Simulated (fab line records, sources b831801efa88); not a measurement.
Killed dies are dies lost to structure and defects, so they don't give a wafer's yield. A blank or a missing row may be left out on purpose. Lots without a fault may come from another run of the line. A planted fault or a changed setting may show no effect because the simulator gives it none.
Chamber matching | flow sky130 | SKY_SONOS_ONO_ETCH_15 on rie_diel-02: 4 sister chambers
The step etches the open film in CHF3/O2, target depth 19.52 nm, time 7.8 s. 22 wafers are shown with their chamber, then 11 later ones without.

WAFERS WITH THEIR CHAMBER
wafer  | chamber | drypump_motor_current_A (A) | oes_product_au (a.u.) | throttle_valve_pct (%)
L074.1 | 0       | 4.8                         | 0.989                 | 8.821
L074.4 | 1       | 6.3                         | 1.009                 | 8.831
L074.6 | 2       | 5.7                         | 1.008                 | 8.818
L075.3 | 1       | 6.3                         | 1.010                 | 8.820
L075.4 | 2       | 5.7                         | 0.998                 | 8.822
L075.5 | 1       | 6.3                         | 1.009                 | 8.822
L078.4 | 0       | 4.8                         | 0.992                 | 8.828
L078.5 | 1       | 6.3                         | 1.020                 | 8.833
L078.6 | 0       | 4.8                         | 0.997                 | 8.808
L079.2 | 0       | 4.8                         | 0.999                 | 8.804
L079.5 | 0       | 4.8                         | 0.993                 | 8.816
L079.6 | 1       | 6.3                         | 0.997                 | 8.824
L081.1 | 2       | 5.7                         | 0.996                 | 8.825
L081.2 | 1       | 6.4                         | 1.014                 | 8.827
L081.6 | 2       | 5.7                         | 0.995                 | 8.818
L086.1 | 3       | 6.1                         | 0.993                 | 8.842
L086.2 | 0       | 4.8                         | 0.983                 | 8.829
L086.5 | 2       | 5.7                         | 1.004                 | 8.829
L087.1 | 0       | 4.8                         | 0.976                 | 8.831
L087.2 | 2       | 5.7                         | 0.988                 | 8.843
L087.3 | 3       | 6.1                         | 1.010                 | 8.822
L088.1 | 2       | 5.7                         | 1.001                 | 8.843

SIGNATURES (means of the wafers above)
reading                 | chamber 0 | chamber 1 | chamber 2 | chamber 3 | scatter within a chamber
drypump_motor_current_A | 4.800     | 6.317     | 5.700     | 6.100     | 0.0215
oes_product_au          | 0.98986   | 1.00983   | 0.99857   | 1.00150   | 0.00773
throttle_valve_pct      | 8.81957   | 8.82617   | 8.82829   | 8.83200   | 0.00974
Rule: a wafer's distance from a chamber is the root of the sum, over the readings, of the square of ((its reading less the chamber's mean) divided by the reading's scatter). The wafer belongs to the nearest chamber; if the next one is less than 2 further off, it can't be placed. The scatter: the root of (the sum of the squares of (reading less its chamber's mean) over the shown wafers, divided by (wafers less chambers)).

WAFERS WITHOUT THEIR CHAMBER
wafer  | drypump_motor_current_A (A) | oes_product_au (a.u.) | throttle_valve_pct (%)
L088.3 | 4.8                         | 0.988                 | 8.844
L088.6 | 5.7                         | 1.007                 | 8.830
L092.1 | 6.4                         | 1.016                 | 8.830
L092.2 | 5.7                         | 1.002                 | 8.822
L092.3 | 6.1                         | 1.006                 | 8.817
L095.1 | 5.7                         | 0.997                 | 8.841
L095.2 | 6.1                         | 1.010                 | 8.825
L095.5 | 5.7                         | 0.999                 | 8.821
L097.4 | 5.7                         | 1.001                 | 8.814
L097.5 | 4.8                         | 0.989                 | 8.840
L097.6 | 6.1                         | 1.001                 | 8.824

WHICH CHAMBER EACH WENT THROUGH
wafer  | from the rows above | in truth
L088.3 | 0                   | 0
L088.6 | 2                   | 2
L092.1 | 1                   | 1
L092.2 | 2                   | 2
L092.3 | 3                   | 3
L095.1 | 2                   | 2
L095.2 | 3                   | 3
L095.5 | 2                   | 2
L097.4 | 2                   | 2
L097.5 | 0                   | 0
L097.6 | 3                   | 3
Placed correctly: 11 of 11. Can't be placed from these rows: 0. Placed wrongly: 0.
